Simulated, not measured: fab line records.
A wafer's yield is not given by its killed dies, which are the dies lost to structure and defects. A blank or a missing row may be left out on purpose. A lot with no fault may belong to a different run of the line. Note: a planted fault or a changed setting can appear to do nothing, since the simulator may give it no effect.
fab line records    flow sky130    part 2 of 2: steps 30 to 42 of 42
record: lots: 5  wafers: 15  last-day: 50
route steps=708 shown VIA4@648 METAL5@661 PASSIVATION@681
lots untouched by any fault: they come from a run of this same line in which no faults occurred
start-h: the number of hours between the record's first day and the start of the first shown wafer of the lot    wait-h: hours since the lot's step before    " same as the row above    L1.1+2: one row covering several wafers at once    - either no value or no given start    * or withheld: withheld    < > ~ a bound
route shown NAME@n: NAME is a module with steps in the file, n the number in the route of the first one    usual: mean and standard deviation over wafers with no fault    same: alike in all rows    chamber/n: place in a boat    sites: readings site by site    _std_site: the standard deviation of these    _edge_site: mean of outer sites minus mean of inner sites    radius-mm: how far each site lies from the wafer's centre    mask NAME#n: copy n    behind: the last tool/chamber to shape the wafer    hold: cause of the lot's hold/its duration in hours/its outcome    device: names the non-switching transistor (n, p or np)    end of line: at the end of the route, the tests of the same wafers    a step given without rows: its recipe and nothing more    killed: dies that structure and defects cost at the first sort, which is not the same as the wafer's yield    map: shows each die of a wafer: x if killed, . if not, _ if none is there
set.NAME: setting as actually run; set.NAME@STEP: the setting as run at that earlier step    model.NAME: the simulator's own value behind a step, which no gauge read
lots seen at some steps along the route; tables by step, rows by wafer
services: when a tool's chamber went out of use (start-h, in hours from the record's first day, below 0 if earlier), for how many hours, and the reason
== steps ==
step: SKY_METAL5_STRIP_16
recipe: chemistry: O2/N2  power-w: 1400  pressure-mtorr: 1500  platen-temp-c: withheld  o2-flow-sccm: 3000  n2-flow-sccm: 300  overash-fraction: 0.5
usual: drypump-motor-current-A: 5.54/0.25  oes-product-au: 0.710/0.0046  strip-time-to-endpoint-s: 13.09/0.11
lot.wafer  tool             chamber  start-h  wait-h  drypump-motor-current-A  oes-product-au  rf-hours-counter-h  strip-time-to-endpoint-s
L084.1     plasma-asher-03  1        1096.04  0.2     5.16                     0.715           97                  12.99
L084.3     "                1        "        "       5.15                     0.709           -                   12.94
L084.6     "                1        "        "       5.18                     0.706           -                   13.01
L085.1     plasma-asher-03  0        1104.37  0.2     5.43                     0.709           98                  13.03
L085.5     "                1        "        "       5.13                     0.711           -                   13.23
L085.6     "                0        "        "       5.40                     0.710           -                   13.06
L092.1     plasma-asher-03  1        1142.20  0.2     5.16                     0.711           101                 13.16
L092.3     "                1        "        "       5.16                     0.714           -                   12.99
L092.6     "                0        "        "       5.42                     0.714           -                   13.10
L093.1     plasma-asher-04  1        1147.75  0.2     5.77                     0.712           73                  13.18
L093.3     "                0        "        "       5.79                     0.715           -                   13.11
L093.4     "                1        "        "       5.78                     0.711           -                   13.12
L094.1     plasma-asher-02  0        1153.80  0.2     5.65                     0.711           41                  12.90
L094.2     "                1        "        "       5.51                     0.706           41                  12.96
L094.3     "                0        "        "       5.65                     0.712           -                   12.78
step: SKY_METAL5_STRIP_17
recipe: chemistry: post-etch-residue-remover  time-s: 1200  temp-c: 72.5
lot.wafer   tool          chamber  start-h  wait-h
L084.1+3+6  wet-bench-04  2        1096.14  0.1
L085.1+5+6  wet-bench-02  1        1104.47  0.1
L092.1+3+6  wet-bench-03  2        1142.30  0.1
L093.1+3+4  wet-bench-03  3        1147.85  0.1
L094.1+2+3  wet-bench-04  1        1153.90  0.1
step: SKY_METAL5_CLEAN_18
recipe: chemistry: IPA  time-s: 180  temp-c: 25
lot.wafer   tool          chamber  start-h  wait-h
L084.1+3+6  wet-bench-02  2        1096.49  0.0
L085.1+5+6  wet-bench-02  2        1104.81  0.0
L092.1+3+6  wet-bench-03  1        1142.64  0.0
L093.1+3+4  wet-bench-03  1        1148.19  0.0
L094.1+2+3  wet-bench-04  1        1154.24  0.0
step: SKY_METAL5_CLEAN_19
recipe: chemistry: O3/DIW  dry: n2-spin
lot.wafer   tool          chamber  start-h  wait-h
L084.1+3+6  wet-bench-04  3        1096.54  0.0
L085.1+5+6  wet-bench-02  2        1104.87  0.0
L092.1+3+6  wet-bench-03  3        1142.70  0.0
L093.1+3+4  wet-bench-03  0        1148.25  0.0
L094.1+2+3  wet-bench-04  2        1154.30  0.0
step: SKY_PASSIVATION_CVD_00
recipe: material: SiO2  target-thk-nm: 90  temp-c: 400  time-s: withheld  rf-w: 600
usual: heater-power-w: 670/110
lot.wafer  tool      chamber  start-h  wait-h  heater-power-w
L084.1     pecvd-03  0        1096.64  0.0     637
L084.3     "         1        "        "       597
L084.6     "         0        "        "       650
L085.1     pecvd-04  2        1104.96  0.0     560
L085.5     "         0        "        "       767
L085.6     "         1        "        "       714
L092.1     pecvd-04  1        1142.79  0.0     709
L092.3     "         0        "        "       742
L092.6     "         2        "        "       645
L093.1     pecvd-03  2        1148.34  0.0     478
L093.3     "         1        "        "       615
L093.4     "         2        "        "       475
L094.1     pecvd-02  1        1154.39  0.0     866
L094.2     "         2        "        "       821
L094.3     "         0        "        "       523
step: SKY_PASSIVATION_THK_MEAS_01
recipe: reads: SiO2_of_PASSIVATION_CVD_00
usual: PASSIVATION_CVD_00_THK: 90.2/1.1
lot.wafer  tool           chamber  start-h  wait-h  PASSIVATION_CVD_00_THK[nm]
L084.1     film-metro-01  -        1096.66  -       88.9
L084.3     "              -        "        "       90.4
L084.6     "              -        "        "       90.5
L085.1     film-metro-03  -        1104.98  -       90.4
L085.5     "              -        "        "       91.6
L085.6     "              -        "        "       90.5
L092.1     film-metro-04  -        1142.81  -       90.1
L092.3     "              -        "        "       89.5
L092.6     "              -        "        "       91.7
L093.1     film-metro-04  -        1148.36  -       88.3
L093.3     "              -        "        "       89.7
L093.4     "              -        "        "       89.7
L094.1     film-metro-01  -        1154.41  -       88.8
L094.2     "              -        "        "       88.3
L094.3     "              -        "        "       89.1
step: SKY_PASSIVATION_CVD_02
recipe: material: Si3N4  target-thk-nm: 540  temp-c: 400  time-s: withheld  rf-w: 450
usual: heater-power-w: 725/110
lot.wafer  tool      chamber  start-h  wait-h  heater-power-w
L084.1     pecvd-02  0        1096.72  0.1     708
L084.3     "         1        "        "       771
L084.6     "         1        "        "       830
L085.1     pecvd-03  2        1105.04  0.1     573
L085.5     "         1        "        "       674
L085.6     "         2        "        "       614
L092.1     pecvd-02  0        1142.87  0.1     605
L092.3     "         2        "        "       892
L092.6     "         2        "        "       725
L093.1     pecvd-04  2        1148.42  0.1     700
L093.3     "         1        "        "       824
L093.4     "         0        "        "       826
L094.1     pecvd-04  0        1154.47  0.1     797
L094.2     "         2        "        "       636
L094.3     "         1        "        "       851
step: SKY_PASSIVATION_THK_MEAS_03
recipe: reads: Si3N4_of_PASSIVATION_CVD_02
usual: PASSIVATION_CVD_02_THK: 539/6.4
lot.wafer  tool           chamber  start-h  wait-h  PASSIVATION_CVD_02_THK[nm]
L084.1     film-metro-04  -        1096.94  -       539
L084.3     "              -        "        "       537
L084.6     "              -        "        "       549
L085.1     film-metro-04  -        1105.26  -       531
L085.5     "              -        "        "       538
L085.6     "              -        "        "       541
L092.1     film-metro-03  -        1143.09  -       546
L092.3     "              -        "        "       539
L092.6     "              -        "        "       548
L093.1     film-metro-03  -        1148.64  -       532
L093.3     "              -        "        "       545
L093.4     "              -        "        "       547
L094.1     film-metro-01  -        1154.69  -       533
L094.2     "              -        "        "       530
L094.3     "              -        "        "       539
step: SKY_PASSIVATION_DEHYDRATE_04
recipe: temp-c: 200  time-s: 60
lot.wafer   tool            chamber  start-h  wait-h
L084.1+3+6  litho-track-03  0        1106.23  9.3
L085.1+5+6  litho-track-01  0        1114.66  9.4
L092.1+3+6  litho-track-03  0        1151.48  8.4
L093.1+3+4  litho-track-02  0        1157.23  8.6
L094.1+2+3  litho-track-03  0        1163.38  8.7
step: SKY_PASSIVATION_HMDS_05
recipe: prime-time-s: 60  prime-temp-c: 120
lot.wafer   tool            chamber  start-h  wait-h
L084.1+3+6  litho-track-03  0        1106.38  0.1
L085.1+5+6  litho-track-01  0        1114.81  0.1
L092.1+3+6  litho-track-03  0        1151.63  0.1
L093.1+3+4  litho-track-02  0        1157.38  0.1
L094.1+2+3  litho-track-03  0        1163.53  0.1
step: SKY_PASSIVATION_COAT_06
recipe: spin-rpm: 2000  resist-thk-nm: 3000
lot.wafer   tool            chamber  start-h  wait-h
L084.1+3+6  litho-track-03  0        1106.53  0.1
L085.1+5+6  litho-track-01  0        1114.96  0.1
L092.1+3+6  litho-track-03  0        1151.78  0.1
L093.1+3+4  litho-track-02  0        1157.53  0.1
L094.1+2+3  litho-track-03  0        1163.68  0.1
step: SKY_PASSIVATION_SOFTBAKE_07
recipe: temp-c: 110  time-s: withheld
lot.wafer   tool            chamber  start-h  wait-h
L084.1+3+6  litho-track-03  0        1106.68  0.1
L085.1+5+6  litho-track-01  0        1115.11  0.1
L092.1+3+6  litho-track-03  0        1151.93  0.1
L093.1+3+4  litho-track-02  0        1157.68  0.1
L094.1+2+3  litho-track-03  0        1163.83  0.1
step: SKY_PASSIVATION_EXPOSE_08
recipe: mask-id: NSM  target-cd-nm: 3000  na: 0.57  dose-mj: 260
lot.wafer   tool              chamber  start-h  wait-h  mask
L084.1+3+6  iline-stepper-02  0        -        -       NSM#0
L085.1+5+6  iline-stepper-02  0        -        -       NSM#0
L092.1+3+6  iline-stepper-02  0        -        -       NSM#0
L093.1+3+4  iline-stepper-02  0        -        -       NSM#0
L094.1+2+3  iline-stepper-01  0        -        -       NSM#0
== services ==
tool              chamber  start-h  hours  kind
plasma-asher-01   -        1055.25  9.0    pm
rie-diel-01       3        1056.44  7.9    repair
pvd-sputter-02    -        1056.81  9.3    repair
plasma-asher-01   -        1061.47  0.3    repair
plasma-asher-01   -        1064.25  4.3    pm
cmp-02            -        1067.27  4.4    repair
rie-diel-04       3        1067.45  23.5   repair
cmp-02            -        1073.64  2.6    repair
cmp-02            -        1077.25  0.7    repair
cmp-01            -        1078.41  4.4    repair
wet-bench-03      -        1080.78  3.0    repair
cmp-02            -        1080.84  4.0    pm
plasma-asher-03   -        1089.18  0.5    repair
wet-bench-03      -        1104.65  5.6    repair
pecvd-04          -        1114.14  1.8    repair
pecvd-02          0        1118.85  5.0    repair
pecvd-02          -        1121.43  3.8    repair
cmp-01            -        1130.51  1.9    repair
wet-bench-01      -        1137.21  2.3    repair
pvd-sputter-03    -        1141.50  7.6    repair
plasma-asher-03   -        1150.12  1.8    repair
iline-stepper-01  -        1157.15  1.7    pm
iline-stepper-02  -        1162.28  1.0    repair
pecvd-03          1        1162.92  4.3    repair
